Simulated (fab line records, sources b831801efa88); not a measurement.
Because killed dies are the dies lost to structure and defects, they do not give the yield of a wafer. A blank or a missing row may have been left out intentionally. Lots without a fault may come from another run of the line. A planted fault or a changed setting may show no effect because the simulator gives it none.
Which of the tools did it? + flow gf180mcu + 24 lots with 72 wafers sampled at 6 steps, on a route of 602 steps

== WHAT EACH GAUGE READ, for each wafer ==
GF_M2_RS_MEAS_05: measures by four-point-probe.
| lot  | measured     | on           | M2_ALCU_RS (ohm/sq)  |
|------|--------------|--------------|----------------------|
| L074 | day 18 08:10 | filmMetro-04 | 0.0692 0.0696 0.0695 |
| L075 | day 18 15:54 | filmMetro-04 | 0.0698 0.0695 0.0689 |
| L076 | day 18 18:23 | filmMetro-04 | 0.0695 0.0689 0.0690 |
| L077 | day 19 04:54 | filmMetro-04 | 0.0682 0.0676 0.0674 |
| L078 | day 19 08:53 | filmMetro-04 | 0.0691 0.0688 0.0682 |
| L080 | day 20 18:37 | filmMetro-03 | 0.0702 0.0695 0.0697 |
| L079 | day 20 20:23 | filmMetro-04 | 0.0684 0.0688 0.0688 |
| L081 | day 21 00:10 | filmMetro-03 | 0.0691 0.0686 0.0696 |
| L082 | day 21 05:03 | filmMetro-01 | 0.0682 0.0681 0.0682 |
| L083 | day 22 00:33 | filmMetro-03 | 0.0688 0.0688 0.0689 |
| L085 | day 22 06:40 | filmMetro-01 | 0.0689 0.0698 0.0693 |
| L084 | day 22 07:22 | filmMetro-04 | 0.0678 0.0688 0.0682 |
| L086 | day 22 13:11 | filmMetro-01 | 0.0687 0.0682 0.0676 |
| L087 | day 22 16:34 | filmMetro-04 | 0.0681 0.0691 0.0688 |
| L088 | day 23 12:03 | filmMetro-03 | 0.0686 0.0686 0.0682 |
| L090 | day 24 03:21 | filmMetro-04 | 0.0693 0.0699 0.0687 |
| L089 | day 24 04:29 | filmMetro-03 | 0.0681 0.0685 0.0676 |
| L091 | day 24 21:39 | filmMetro-03 | 0.0697 0.0690 0.0697 |
| L092 | day 24 23:14 | filmMetro-03 | 0.0689 0.0688 0.0691 |
| L093 | day 24 23:31 | filmMetro-04 | 0.0708 0.0690 0.0700 |
| L094 | day 25 20:53 | filmMetro-04 | 0.0687 0.0691 0.0688 |
| L096 | day 26 00:58 | filmMetro-01 | 0.0687 0.0702 0.0697 |
| L095 | day 26 02:41 | filmMetro-03 | 0.0693 0.0695 0.0691 |
| L097 | day 26 09:04 | filmMetro-04 | 0.0690 0.0687 0.0689 |

GF_V2_OVL_MEAS_15.
| lot  | measured     | on         | V2_OVL (nm) |
|------|--------------|------------|-------------|
| L074 | day 20 10:18 | overlay-02 | 2 10 3      |
| L075 | day 20 18:17 | overlay-02 | 6 3 5       |
| L076 | day 20 20:51 | overlay-01 | 5 3 3       |
| L077 | day 21 07:41 | overlay-01 | 6 4 0       |
| L078 | day 21 10:54 | overlay-02 | 9 5 2       |
| L080 | day 22 18:59 | overlay-01 | 5 4 -1      |
| L079 | day 22 21:30 | overlay-01 | 0 -1 -4     |
| L081 | day 23 00:25 | overlay-01 | 8 2 3       |
| L082 | day 23 05:29 | overlay-01 | 2 4 -3      |
| L083 | day 23 22:54 | overlay-02 | 2 0 -2      |
| L085 | day 24 05:00 | overlay-01 | 3 8 7       |
| L084 | day 24 06:33 | overlay-02 | 1 1 2       |
| L086 | day 24 10:55 | overlay-02 | 5 -2 2      |
| L087 | day 24 14:25 | overlay-01 | -2 -3 4     |
| L088 | day 25 08:34 | overlay-01 | 2 5 4       |
| L090 | day 26 00:13 | overlay-01 | 4 6 4       |
| L089 | day 26 01:09 | overlay-01 | 4 0 2       |
| L091 | day 26 17:06 | overlay-01 | -3 3 0      |
| L092 | day 26 18:03 | overlay-02 | 4 1 2       |
| L093 | day 26 18:37 | overlay-02 | 1 4 -2      |
| L094 | day 27 15:14 | overlay-02 | 3 5 9       |
| L096 | day 27 19:13 | overlay-02 | -2 -2 1     |
| L095 | day 27 20:59 | overlay-01 | -4 -2 -1    |
| L097 | day 28 02:43 | overlay-01 | 6 16 15     |

GF_V3_CD_MEAS_14: the cd target is 260 nm.
| lot  | measured     | on       | cdNm (nm)         |
|------|--------------|----------|-------------------|
| L074 | day 22 13:31 | cdSem-01 | 259.1 259.1 259.7 |
| L075 | day 22 20:14 | cdSem-02 | 258.6 259.8 258.6 |
| L076 | day 22 22:57 | cdSem-02 | 258.6 259.2 258.1 |
| L077 | day 23 08:23 | cdSem-02 | 261.5 260.9 262.6 |
| L078 | day 23 12:09 | cdSem-01 | 258.8 257.4 257.9 |
| L080 | day 24 18:50 | cdSem-02 | 260.4 259.8 259.3 |
| L079 | day 24 21:08 | cdSem-01 | 259.5 259.2 260.7 |
| L081 | day 24 23:46 | cdSem-01 | 261.3 260.5 260.1 |
| L082 | day 25 04:35 | cdSem-02 | 258.4 258.6 259.9 |
| L083 | day 25 21:07 | cdSem-02 | 259.8 259.3 258.8 |
| L085 | day 26 02:53 | cdSem-02 | 262.5 260.9 260.8 |
| L084 | day 26 04:34 | cdSem-02 | 259.4 259.2 259.8 |
| L086 | day 26 08:08 | cdSem-02 | 258.2 258.9 258.9 |
| L087 | day 26 10:58 | cdSem-01 | 259.4 259.9 259.3 |
| L088 | day 27 04:07 | cdSem-02 | 259.2 259.6 260.4 |
| L090 | day 27 18:32 | cdSem-01 | 261.6 261.3 261.1 |
| L089 | day 27 21:31 | cdSem-02 | 259.2 259.9 259.8 |
| L091 | day 28 11:46 | cdSem-02 | 260.9 261.3 260.8 |
| L092 | day 28 12:45 | cdSem-02 | 259.5 257.7 259.6 |
| L093 | day 28 13:05 | cdSem-01 | 259.6 258.8 259.4 |
| L094 | day 29 08:53 | cdSem-02 | 258.6 259.6 260.4 |
| L096 | day 29 13:52 | cdSem-01 | 257.4 257.4 258.5 |
| L095 | day 29 14:13 | cdSem-02 | 259.7 261.1 259.6 |
| L097 | day 29 19:40 | cdSem-02 | 260.2 259.2 261.0 |

GF_M4_OVL_MEAS_15.
| lot  | measured     | on         | M4_OVL (nm) |
|------|--------------|------------|-------------|
| L074 | day 23 13:31 | overlay-01 | 5 4 9       |
| L075 | day 23 20:56 | overlay-02 | 10 16 8     |
| L076 | day 23 22:55 | overlay-01 | 6 4 9       |
| L077 | day 24 08:36 | overlay-01 | 2 1 6       |
| L078 | day 24 11:53 | overlay-01 | 8 2 6       |
| L080 | day 25 17:57 | overlay-02 | 5 8 6       |
| L079 | day 25 19:27 | overlay-01 | -2 1 2      |
| L081 | day 25 23:07 | overlay-02 | 7 5 -7      |
| L082 | day 26 03:56 | overlay-01 | 1 1 -3      |
| L083 | day 26 19:55 | overlay-02 | 6 3 2       |
| L085 | day 27 01:15 | overlay-01 | 0 0 6       |
| L084 | day 27 03:01 | overlay-02 | 5 4 5       |
| L086 | day 27 06:34 | overlay-01 | 9 8 7       |
| L087 | day 27 08:43 | overlay-02 | 4 1 9       |
| L088 | day 28 01:44 | overlay-02 | 2 -1 1      |
| L090 | day 28 16:38 | overlay-02 | 3 -1 8      |
| L089 | day 28 18:20 | overlay-01 | 10 9 7      |
| L091 | day 29 08:43 | overlay-02 | 17 21 20    |
| L092 | day 29 10:03 | overlay-02 | 3 2 4       |
| L093 | day 29 10:36 | overlay-01 | 5 12 6      |
| L094 | day 30 05:14 | overlay-02 | 2 -3 -4     |
| L096 | day 30 10:16 | overlay-01 | 4 -6 -2     |
| L095 | day 30 10:56 | overlay-02 | -2 6 2      |
| L097 | day 30 15:19 | overlay-02 | 0 0 1       |

== WHICH TOOL RAN EACH LOT (tool, then ch and the chambers of the sampled wafers, then the start) ==
| lot  | GF_M3_SPUTTER_04            | GF_V3_ETCH_17                                |
|------|-----------------------------|----------------------------------------------|
| L074 | pvdSputter-03, day 20 11:53 | rieDiel-03 ch 0,2,3, day 23 13:31 or earlier |
| L075 | pvdSputter-04, day 20 19:53 | rieDiel-04 ch 0,1,2, day 23 20:56 or earlier |
| L076 | pvdSputter-02, day 20 22:25 | rieDiel-02 ch 0,1,2, day 23 22:55 or earlier |
| L077 | pvdSputter-03, day 21 09:16 | rieDiel-04 ch 2,3, day 24 08:36 or earlier   |
| L078 | pvdSputter-02, day 21 12:28 | rieDiel-03 ch 0,2,3, day 24 11:53 or earlier |
| L080 | pvdSputter-02, day 22 20:34 | rieDiel-02 ch 0,1,2, day 25 17:57 or earlier |
| L079 | pvdSputter-03, day 22 23:06 | rieDiel-03 ch 0,1,3, day 25 19:27 or earlier |
| L081 | pvdSputter-04, day 23 02:02 | rieDiel-03 ch 0,1,3, day 25 23:07 or earlier |
| L082 | pvdSputter-02, day 23 07:05 | rieDiel-04 ch 0,1,2, day 26 03:56 or earlier |
| L083 | pvdSputter-03, day 24 00:34 | rieDiel-02 ch 0,1,3, day 26 19:55 or earlier |
| L085 | pvdSputter-03, day 24 06:42 | rieDiel-04 ch 0,1,3, day 27 01:15 or earlier |
| L084 | pvdSputter-04, day 24 08:07 | rieDiel-02 ch 0,2,3, day 27 03:01 or earlier |
| L086 | pvdSputter-03, day 24 12:29 | rieDiel-04 ch 0,2, day 27 06:34 or earlier   |
| L087 | pvdSputter-04, day 24 15:59 | rieDiel-03 ch 0,1,2, day 27 08:43 or earlier |
| L088 | pvdSputter-02, day 25 10:10 | rieDiel-04 ch 1,2, day 28 01:44 or earlier   |
| L090 | pvdSputter-04, day 26 02:02 | rieDiel-02 ch 0,3, day 28 16:38 or earlier   |
| L089 | pvdSputter-04, day 26 03:14 | rieDiel-03 ch 1,2, day 28 18:20 or earlier   |
| L091 | pvdSputter-02, day 26 18:40 | rieDiel-04 ch 1,2,3, day 29 08:43 or earlier |
| L092 | pvdSputter-04, day 26 19:40 | rieDiel-03 ch 0,3, day 29 10:03 or earlier   |
| L093 | pvdSputter-03, day 26 20:12 | rieDiel-04 ch 1,2, day 29 10:36 or earlier   |
| L094 | pvdSputter-02, day 27 16:47 | rieDiel-04 ch 1,2,3, day 30 05:14 or earlier |
| L096 | pvdSputter-02, day 27 22:06 | rieDiel-03 ch 1,3, day 30 10:16 or earlier   |
| L095 | pvdSputter-03, day 27 22:53 | rieDiel-02 ch 0,1,3, day 30 10:56 or earlier |
| L097 | pvdSputter-04, day 28 04:18 | rieDiel-03 ch 1,2,3, day 30 15:19 or earlier |
- GF_M3_SPUTTER_04: material TiN, target thk 50 nm, time 41.7 s.
- GF_V3_ETCH_17: etches SiO2 in C4F8/O2/Ar, stops on TiN, target depth 635 nm.

== WHAT THE TOOLS THEMSELVES READ (means of the sampled wafers that have a number; where no wafer has one, the mark that the record gives instead) ==
GF_M3_SPUTTER_04.
| lot  | tool          | throttleValvePct (%) |
|------|---------------|----------------------|
| L074 | pvdSputter-03 | 30.9                 |
| L075 | pvdSputter-04 | 30.1                 |
| L076 | pvdSputter-02 | 29.5                 |
| L077 | pvdSputter-03 | 29.8                 |
| L078 | pvdSputter-02 | 29.8                 |
| L080 | pvdSputter-02 | 29.7                 |
| L079 | pvdSputter-03 | 31.8                 |
| L081 | pvdSputter-04 | 29.6                 |
| L082 | pvdSputter-02 | 29.3                 |
| L083 | pvdSputter-03 | 29.9                 |
| L085 | pvdSputter-03 | 31.1                 |
| L084 | pvdSputter-04 | 30.0                 |
| L086 | pvdSputter-03 | 31.1                 |
| L087 | pvdSputter-04 | 29.6                 |
| L088 | pvdSputter-02 | 29.8                 |
| L090 | pvdSputter-04 | 30.2                 |
| L089 | pvdSputter-04 | 29.7                 |
| L091 | pvdSputter-02 | 29.9                 |
| L092 | pvdSputter-04 | 29.5                 |
| L093 | pvdSputter-03 | 32.1                 |
| L094 | pvdSputter-02 | 29.2                 |
| L096 | pvdSputter-02 | 29.3                 |
| L095 | pvdSputter-03 | 30.8                 |
| L097 | pvdSputter-04 | 29.6                 |

GF_V3_ETCH_17.
| lot  | tool       | chamberPressureMTorr (mTorr) | oesProductAu (a.u.) |
|------|------------|------------------------------|---------------------|
| L074 | rieDiel-03 | 40.04                        | 0.848               |
| L075 | rieDiel-04 | 40.01                        | 0.857               |
| L076 | rieDiel-02 | 40.00                        | 0.860               |
| L077 | rieDiel-04 | 39.98                        | 0.854               |
| L078 | rieDiel-03 | 40.05                        | 0.859               |
| L080 | rieDiel-02 | 40.02                        | 0.854               |
| L079 | rieDiel-03 | 40.01                        | 0.857               |
| L081 | rieDiel-03 | 40.00                        | 0.857               |
| L082 | rieDiel-04 | 39.98                        | 0.859               |
| L083 | rieDiel-02 | 39.98                        | 0.859               |
| L085 | rieDiel-04 | 39.99                        | 0.857               |
| L084 | rieDiel-02 | 40.02                        | 0.854               |
| L086 | rieDiel-04 | 39.99                        | 0.852               |
| L087 | rieDiel-03 | 40.00                        | 0.857               |
| L088 | rieDiel-04 | 39.98                        | 0.853               |
| L090 | rieDiel-02 | 40.02                        | 0.854               |
| L089 | rieDiel-03 | 39.97                        | 0.854               |
| L091 | rieDiel-04 | 39.96                        | 0.856               |
| L092 | rieDiel-03 | 39.98                        | 0.852               |
| L093 | rieDiel-04 | 39.99                        | 0.856               |
| L094 | rieDiel-04 | 40.00                        | 0.857               |
| L096 | rieDiel-03 | 39.95                        | 0.858               |
| L095 | rieDiel-02 | 39.99                        | 0.854               |
| L097 | rieDiel-03 | 39.99                        | 0.852               |

== THE ANSWER, worked out from the rows above alone ==
Rule: the usual values come from the lots themselves. Put in order of their means at a reading, lots are off if they are a third of the lots or fewer, leave a main group of 4 or more, and stand apart from it by a gap of 3 or more times the standard deviation of the main group's means; of several such gaps the widest counts. If all means in a main group match to the digits the tables above print for the reading, that group is not used. Also off: a lot with no number at a reading for which 4 or more lots have one. All remaining lots with rows at the step are treated as sound. Order of review: gauges by route order, followed by the tools' own readings, for which a lot's mean as printed above is used. At the first step where some lot is off, the reading lying furthest off is the one used; lots without a number count as furthest.
No lot is off at any reading shown: from this, nothing can be told.

== WHAT THE SIMULATOR HAD INSERTED ==
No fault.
